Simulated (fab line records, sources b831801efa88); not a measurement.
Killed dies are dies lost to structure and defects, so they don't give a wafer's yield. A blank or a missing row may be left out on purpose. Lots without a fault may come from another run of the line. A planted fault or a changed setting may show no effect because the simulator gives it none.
A struck lot beside a sound one | flow sky130 | 32 steps out of a route of 708
Sound: wafers L282.1, L282.4, L282.6. Struck: wafer L299.3. (L299.1, L299.2 of the same lot were not struck and are left out.) The cause comes at the end.
At each step with rows: each side's tool, then ch and its chambers, then its first start. Under that, the readings that differ: sound wafers | struck wafers | difference of the means | sigmas: that difference in standard deviations of wafers without a fault.
alike: readings whose means differ by less than 2 such deviations, and words and numbers that are the same on both sides. not compared: withheld readings, readings that some wafer has no value for, bounds like >300 that may hide the same value, and numbers for which the record gives no deviation and whose values overlap.
The two part at a step that has a row with sigmas, a row that says differs or no value, or rows on one side only. Numbers that don't overlap but have no deviation are shown without sigmas and don't part them. A reading that every wafer of one side lacks parts them only if that side has two wafers or more.

first, 4 steps without rows for these wafers: SKY_VIA1_STRIP_17 (strips in post etch residue remover, time 1200 s); SKY_VIA1_CLEAN_18 (cleans in IPA, time 180 s); SKY_VIA1_CLEAN_19 (cleans in O3/DIW); SKY_VIA1_SPUTTER_20 (material TiN, target thk 20 nm, time 80 s).
SKY_VIA1_CVD_21: deposits W, target thk 270 nm, time 80.902 s.
  sound on cvd_w-01 ch 0,1, day 34 03:31; struck on cvd_w-02 ch 1, day 39 09:35
  reading            | sound       | struck | difference | sigmas
  heater_power_w (W) | 777 892 896 | 1049   | +194       | +2
  alike: chamber_pressure_Torr
SKY_VIA1_RS_MEAS_22: measures by four-point-probe.
  sound on film_metro-03, day 34 03:37; struck on film_metro-02, day 39 09:41
  alike: VIA1_W_RS
SKY_VIA1_THK_MEAS_23: measures by xrf.
  sound on film_metro-03, day 34 03:44; struck on film_metro-02, day 39 09:48
  alike: VIA1_W_THK
SKY_VIA1_CMP_24: polishes, stops on SiO2, t overpolish 15 s, target thk 0 nm.
  sound on cmp-01 ch 1,2, day 34 03:48; struck on cmp-01 ch 0, day 39 09:52
  reading             | sound        | struck | difference | sigmas
  motor_current_A (A) | 9.7 9.8 10.1 | 12.3   | +2.4       | +3
  alike: edge_zone_pressure_frac, overpolish_run_s, slurry_flow_ml_min, time_to_endpoint_s
SKY_METAL2_SPUTTER_00: material Ti, target thk 15 nm, time 10 s.
  sound on pvd_sputter-04, day 34 04:06; struck on pvd_sputter-01, day 39 10:10
  alike: throttle_valve_pct
SKY_METAL2_SPUTTER_01: material TiN, target thk 20 nm, time 16.7 s.
  sound on pvd_sputter-04, day 34 04:07; struck on pvd_sputter-01, day 39 10:11
  alike: throttle_valve_pct
then, 2 steps without rows for these wafers: SKY_METAL2_SPUTTER_02 (material AlCu, target thk 250 nm, time 13.3 s); SKY_METAL2_SPUTTER_03 (material Ti, target thk 5 nm, time 3.3 s).
SKY_METAL2_SPUTTER_04: material TiN, target thk 70 nm, time 58.3 s.
  sound on pvd_sputter-04, day 34 04:11; struck on pvd_sputter-01, day 39 10:15
  reading                                    | sound             | struck | difference | sigmas
  model.TiN_of_METAL2_SPUTTER_04.thk_nm (nm) | 69.46 69.71 68.85 | 89.59  | +20.25     |
  alike: throttle_valve_pct
SKY_METAL2_RS_MEAS_05: measures by four-point-probe.
  sound on film_metro-03, day 34 04:14; struck on film_metro-01, day 39 10:18
  alike: METAL2_ALCU_RS
SKY_METAL2_THK_MEAS_06: measures by xrf.
  sound on film_metro-03, day 34 04:22; struck on film_metro-01, day 39 10:25
  reading              | sound             | struck | difference | sigmas
  METAL2_ALCU_THK (nm) | 249.6 244.7 245.3 | 240.3  | -6.2       | -2
then, 8 steps without rows for these wafers: SKY_METAL2_DEHYDRATE_07 (time 60 s); SKY_METAL2_HMDS_08 (prime time 60 s); SKY_METAL2_COAT_09 (resist thk 60 nm); SKY_METAL2_COAT_10 (resist thk 450 nm); SKY_METAL2_SOFTBAKE_11 (time 90 s); SKY_METAL2_EXPOSE_12 (exposes mask MM2, target cd 140 nm); SKY_METAL2_PEB_13; SKY_METAL2_DEVELOP_14 (develop time 60 s).
SKY_METAL2_CD_MEAS_15: target cd 140 nm.
  sound on cd_sem-01, day 35 05:58; struck on cd_sem-02, day 40 10:58
  alike: cd_nm
SKY_METAL2_OVL_MEAS_16:
  sound on overlay-01, day 35 06:05; struck on overlay-02, day 40 11:05
  alike: METAL2_OVL
then, 3 steps without rows for these wafers: SKY_METAL2_DESCUM_17 (chemistry O2, time 8 s); SKY_METAL2_ETCH_18 (etches BARC in N2/H2, stops on SiO2, time 45.9 s, target depth 60 nm); SKY_METAL2_METAL_ETCH_19 (etches the open film in Cl2/BCl3, stops on SiO2, target depth 360 nm, time 78 s).
SKY_METAL2_STRIP_20: strips in O2/N2.
  sound on plasma_asher-01 ch 0,1, day 35 06:19; struck on plasma_asher-01 ch 1, day 40 11:19
  alike: drypump_motor_current_A, oes_product_au, strip_time_to_endpoint_s
  not compared: rf_hours_counter_h
SKY_METAL2_STRIP_21: strips in post etch residue remover, time 1200 s.
  sound on wet_bench-01 ch 0, day 35 06:25; struck on wet_bench-01 ch 3, day 40 11:25
  reading                                    | sound             | struck | difference | sigmas
  model.TiN_of_METAL2_SPUTTER_04.thk_nm (nm) | 69.03 69.28 68.42 | 89.17  | +20.26     |
then, 1 step without rows for these wafers: SKY_METAL2_CLEAN_22 (cleans in IPA, time 180 s).
-- the record jumps here: 9 days lie between the struck wafers' starts before and after (it left off in module METAL2 and takes up again in module PAD_OPEN, whose first step shown is number 708 of the route) --
SKY_PAD_OPEN_PROBE_99:
  sound on prober-01, day 45 23:26; struck on prober-02, day 49 20:55
  reading                       | sound             | struck | difference | sigmas
  model.etest.via2_chain.rc_ohm | 9.194 10.35 10.08 | 11.35  | +1.48      |
  alike: defect_limited_yield, killed_at_M0_to_M3, killed_at_M4_up, killed_at_contacts, killed_at_front_end, killed_at_other, killed_dies, killed_on_rim, killed_open, killed_short, sort_bin_3_pad_short, sort_bin_5_function, sort_bin_6_memory, sort_n_pass, sort_yield_pct

WHERE THEY PART
First at SKY_VIA1_CVD_21; last, within this record, at SKY_METAL2_THK_MEAS_06. Later steps at which nothing parts them and some readings are alike: SKY_METAL2_CD_MEAS_15, SKY_METAL2_OVL_MEAS_16, SKY_METAL2_STRIP_20, SKY_PAD_OPEN_PROBE_99.

WHY: what the simulator had put in
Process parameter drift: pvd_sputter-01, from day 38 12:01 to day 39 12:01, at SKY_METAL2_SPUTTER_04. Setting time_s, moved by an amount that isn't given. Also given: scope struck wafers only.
